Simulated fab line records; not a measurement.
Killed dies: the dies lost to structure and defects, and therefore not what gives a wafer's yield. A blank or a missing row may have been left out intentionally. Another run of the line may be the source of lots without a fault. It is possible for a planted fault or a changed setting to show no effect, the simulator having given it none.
A struck lot beside a sound one | flow sky130 | 18 steps out of a route of 708
Sound: wafers L544.1, L544.3, L544.4. Struck: wafer L557.4 (left out: L557.2, L557.3 of the same lot, which were not struck); the cause appears at the end.
For every step that has rows: the tool of each side, followed by ch and its chambers, followed by its first start. Under that, the readings that differ: sound wafers | struck wafers | difference of the means | sigmas: that difference in standard deviations of wafers without a fault.
alike: readings whose means differ by less than 2 such deviations, and words and numbers that are the same on both sides. not compared: withheld readings, readings that some wafer has no value for, bounds like >300 that may hide the same value, and numbers for which the record gives no deviation and whose values overlap.
A row with sigmas, a row that says differs or no value, or rows on one side alone: a step with any of these is where the two part. Numbers that have no deviation but don't overlap get no sigmas and don't part them. A reading that every wafer of one side lacks parts them only if that side has two wafers or more.

first, 4 steps without rows for these wafers: SKY_VT_ADJUST_LVTN_SOFTBAKE_14 (time 60 s); SKY_VT_ADJUST_LVTN_EXPOSE_15 (exposes mask HVN STD DERIVED, target cd 600 nm); SKY_VT_ADJUST_LVTN_PEB_16; SKY_VT_ADJUST_LVTN_DEVELOP_17 (develop time 60 s).
SKY_VT_ADJUST_LVTN_OVL_MEAS_18:
  struck on overlay-02, day 12 12:08; sound on overlay-02, day 8 21:16
  alike: VT_ADJUST_LVTN_01_OVL
then, 1 step without rows for these wafers: SKY_VT_ADJUST_LVTN_IMPLANT_19.
SKY_VT_ADJUST_LVTN_STRIP_20: strips in O2/N2.
  sound on plasma asher-03 ch 0,1, day 8 21:26; struck on plasma asher-01 ch 1, day 12 12:19
  alike: drypump motor current A, oes product au, strip time to endpoint s
  not compared: rf hours counter h
SKY_VT_ADJUST_LVTN_TW_MEAS_21:
  struck on film metro-02, day 12 12:26; sound on film metro-04, day 8 21:32
  alike: VT_ADJUST_LVTN_2_TW
then, 4 steps without rows for these wafers: SKY_VT_ADJUST_NCORE_DEHYDRATE_00 (time 60 s); SKY_VT_ADJUST_NCORE_HMDS_01 (prime time 60 s); SKY_VT_ADJUST_NCORE_COAT_02 (resist thk 1140 nm); SKY_VT_ADJUST_NCORE_SOFTBAKE_03 (time 60 s).
SKY_VT_ADJUST_NCORE_EXPOSE_04: exposes mask LVTN COMPLEMENT THIN, target cd 380 nm.
  sound on iline stepper-01 ch 0, day 9 08:46; struck on iline stepper-01 ch 0, day 13 00:22
  alike: mask, focus offset nm
then, 2 steps without rows for these wafers: SKY_VT_ADJUST_NCORE_PEB_05; SKY_VT_ADJUST_NCORE_DEVELOP_06 (develop time 60 s).
SKY_VT_ADJUST_NCORE_CD_MEAS_07: the cd target is 380 nm.
  struck on cd sem-01, day 13 13:02; sound on cd sem-02, day 9 20:10
  reading    | sound             | struck | difference | sigmas
  cd nm (nm) | 380.2 380.3 379.7 | 366.2  | -13.9      | -5
  not compared: hold
SKY_VT_ADJUST_NCORE_OVL_MEAS_08:
  struck on overlay-01, day 13 21:08; sound on overlay-01, day 9 20:17
  reading | sound | struck                   | difference                   | sigmas
  hold    | - - - | await dispo/8.0h/release | no value on the sound wafers |
  alike: VT_ADJUST_NCORE_OVL
-- record jumps: 36 days separate the struck wafers' starts on either side; left off in module VT_ADJUST_NCORE, taken up again in module PAD_OPEN, whose first shown step is the route's number 708 --
SKY_PAD_OPEN_PROBE_99:
  record: rows for the struck wafers here (prober-01, day 50 05:59), none for the sound ones

WHERE THEY PART
First at SKY_VT_ADJUST_NCORE_CD_MEAS_07; last, within this record, at SKY_PAD_OPEN_PROBE_99.

WHY: what had been put in by the simulator
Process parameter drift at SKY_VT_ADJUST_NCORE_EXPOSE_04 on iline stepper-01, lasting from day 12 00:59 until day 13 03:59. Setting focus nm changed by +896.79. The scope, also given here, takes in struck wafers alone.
